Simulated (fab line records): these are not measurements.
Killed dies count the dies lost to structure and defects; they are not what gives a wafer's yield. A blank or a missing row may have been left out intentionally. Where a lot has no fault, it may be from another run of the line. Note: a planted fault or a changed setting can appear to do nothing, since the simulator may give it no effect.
Comparing a struck lot with a sound one / flow gf180mcu / 15 steps out of a route of 602
Sound: these wafers, L333.1, L333.4, L333.6. Wafers L349.1, L349.4 were the ones struck. The cause comes at the end.
Order at every step that has rows: each side's tool, ch and its chambers, its first start. Under that, the readings that differ: sound wafers / struck wafers / difference of the means / sigmas: that difference in standard deviations of wafers without a fault.
alike: words and numbers the same on both sides, and readings whose means are apart by under 2 such deviations; not compared: readings that were withheld, readings missing a value for some wafer, numbers with overlapping values and no deviation given by the record, and bounds like >300 which may hide the same value.
A row with sigmas, a row that says differs or no value, or rows on one side alone: a step with any of these is where the two part. Numbers that don't overlap but have no deviation are shown without sigmas and don't part them. A reading that every wafer of one side lacks parts them only if that side has two wafers or more.

first, 6 steps without rows for these wafers: GF_TOP_METAL_HMDS_08 (prime time 60 s); GF_TOP_METAL_COAT_09 (resist thk 1500 nm); GF_TOP_METAL_SOFTBAKE_10 (time 60 s); GF_TOP_METAL_EXPOSE_11 (exposes mask MetalTop, target cd 440 nm); GF_TOP_METAL_PEB_12; GF_TOP_METAL_DEVELOP_13 (develop time 60 s).
GF_TOP_METAL_CD_MEAS_14 targets a cd of 440 nm.
  struck on cd-sem-01, day 32 23:47; sound on cd-sem-02, day 27 20:05
  alike: cd-nm
GF_TOP_METAL_OVL_MEAS_15:
  struck on overlay-02, day 32 23:54; sound on overlay-01, day 27 20:12
  alike: TOP_METAL_OVL
GF_TOP_METAL_METAL_ETCH_16: etches the open film in Cl2/BCl3, stops on SiO2, target depth 1197 nm, time 199.5 s.
  sound on rie-metal-04 ch 0,1, day 27 20:14; struck on rie-metal-02 ch 0,1, day 32 23:56
  alike: drypump-motor-current-A, oes-product-au, throttle-valve-pct
  not compared: rf-hours-counter-h
GF_TOP_METAL_STRIP_17: strips in O2/N2.
  sound on plasma-asher-02 ch 0,1, day 27 20:25; struck on plasma-asher-02 ch 0,1, day 33 00:08
  alike: drypump-motor-current-A, heater-power-w, oes-product-au, strip-time-to-endpoint-s
  not compared: rf-hours-counter-h
then, 2 steps without rows for these wafers: GF_TOP_METAL_STRIP_18 (strips in post etch residue remover, time 1200 s); GF_TOP_METAL_CLEAN_19 (cleans in DIW).
GF_PASSIVATION_CVD_00: deposits SiO2 from TEOS, target thk 1000 nm, time 111.95 s.
  sound on pecvd-04 ch 0,1,2, day 27 20:58; struck on pecvd-04 ch 2, day 33 00:41
reading=run-length-s (s); sound=139.0 140.6 139.6; struck=135.1 134.9; difference=-4.7; sigmas=-8
reading=model.SiO2_of_PASSIVATION_CVD_00.thk-nm (nm); sound=973.8 998.6 1010; struck=929.8 945.4; difference=-56.5; sigmas=
  alike: heater-power-w
GF_PASSIVATION_THK_MEAS_01:
  struck on film-metro-03, day 33 00:46; sound on film-metro-02, day 27 21:02
reading=PASSIVATION_CVD_00_THK (nm); sound=974 998 1010; struck=930 946; difference=-56; sigmas=-4
GF_PASSIVATION_CVD_02: deposits Si3N4, target thk 700 nm, time 486.18 s.
  sound on pecvd-01 ch 0,2, day 27 21:05; struck on pecvd-03 ch 0,2, day 33 00:50
reading=heater-power-w (W); sound=629 695 700; struck=878 780; difference=+154; sigmas=+2
  alike: run-length-s

## WHERE THEY PART
Last at GF_PASSIVATION_CVD_02 as far as this record goes, first at GF_PASSIVATION_CVD_00.

WHY: what had been put in by the simulator
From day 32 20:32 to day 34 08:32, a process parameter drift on pecvd-04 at GF_PASSIVATION_CVD_00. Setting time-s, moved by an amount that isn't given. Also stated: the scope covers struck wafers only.
